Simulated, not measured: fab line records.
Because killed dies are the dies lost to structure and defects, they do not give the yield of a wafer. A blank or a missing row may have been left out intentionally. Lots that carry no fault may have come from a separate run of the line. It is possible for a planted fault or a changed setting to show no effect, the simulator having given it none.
One fault seen from 2 desks -- flow sky130 -- numbers are kept per desk, each desk with only its own; the story behind them comes last

== FROM THE METROLOGY DESK ==
Means of the sampled wafers that have a number, per lot and without regard to the tool the lot ran on: this is what the gauges read. Marked OUT: a lot whose mean sits more than 4 standard deviations from the usual mean, which makes it out of limits; the brackets give that distance.
Columns: A = cd_nm at SKY_METAL4_CD_MEAS_13, usual 300.7 nm; B = METAL4_OVL at SKY_METAL4_OVL_MEAS_14, usual -1 nm; C = VIA4_HDPCVD_THK at SKY_VIA4_THK_MEAS_01, usual 1755 nm; D = VIA4_BOW at SKY_VIA4_BOW_MEAS_03, usual 78 um; E = VIA4_OVL at SKY_VIA4_OVL_MEAS_11, usual -0.7 nm; F = VIA4_W_RS at SKY_VIA4_RS_MEAS_19, usual 0.224 ohm/sq; G = VIA4_W_THK at SKY_VIA4_THK_MEAS_20, usual 519 nm
lot,first seen here,A,B,C,D,E,F,G
L708,day 42 23:07,302.1,-5,1756,70,-2.8,0.225,518
L709,day 43 08:59,300.4,0,1748,73,-0.2,0.225,519
L710,day 43 15:21,301.0,5,1760,72,-1.1,0.223,524
L715,day 44 23:05,303.2,-4,1755,72,-1.0,0.225,512
L718,day 46 00:23,299.2,-2,1750,81,-1.8,0.226,515
L724,day 47 07:50,301.5,1,1740,80,-1.1,0.224,520
This desk found nothing out of limits on any of the 6 lots.

== DESK OF THE TOOL OWNER: plasma_asher-04 ==
The tool's own readings at SKY_METAL4_STRIP_19 (strips in O2/N2): means of the sampled wafers that have a number, for each lot that ran on this tool. Marked OUT: a lot whose mean sits more than 4 standard deviations from the usual mean, which makes it out of limits; the brackets give that distance.
Columns: A = drypump_motor_current_A at SKY_METAL4_STRIP_19, usual 6.0 A; B = oes_product_au at SKY_METAL4_STRIP_19, usual 0.503 a.u.; C = strip_time_to_endpoint_s at SKY_METAL4_STRIP_19, usual 6.56 s
lot,first seen here,A,B,C
L708,day 42 23:35,6.4,0.507,6.61
L709,day 43 09:45,6.4,0.498,6.52
L710,day 43 16:08,6.4,0.502,6.53
L724,day 47 08:17,6.5,0.507,6.65
This desk found nothing out of limits on any of the 4 lots.

== PUT TOGETHER ==
Nothing out of limits was seen by the metrology desk.
The tool owner's desk saw nothing out of limits.

== WHAT THE SIMULATOR HAD PUT IN ==
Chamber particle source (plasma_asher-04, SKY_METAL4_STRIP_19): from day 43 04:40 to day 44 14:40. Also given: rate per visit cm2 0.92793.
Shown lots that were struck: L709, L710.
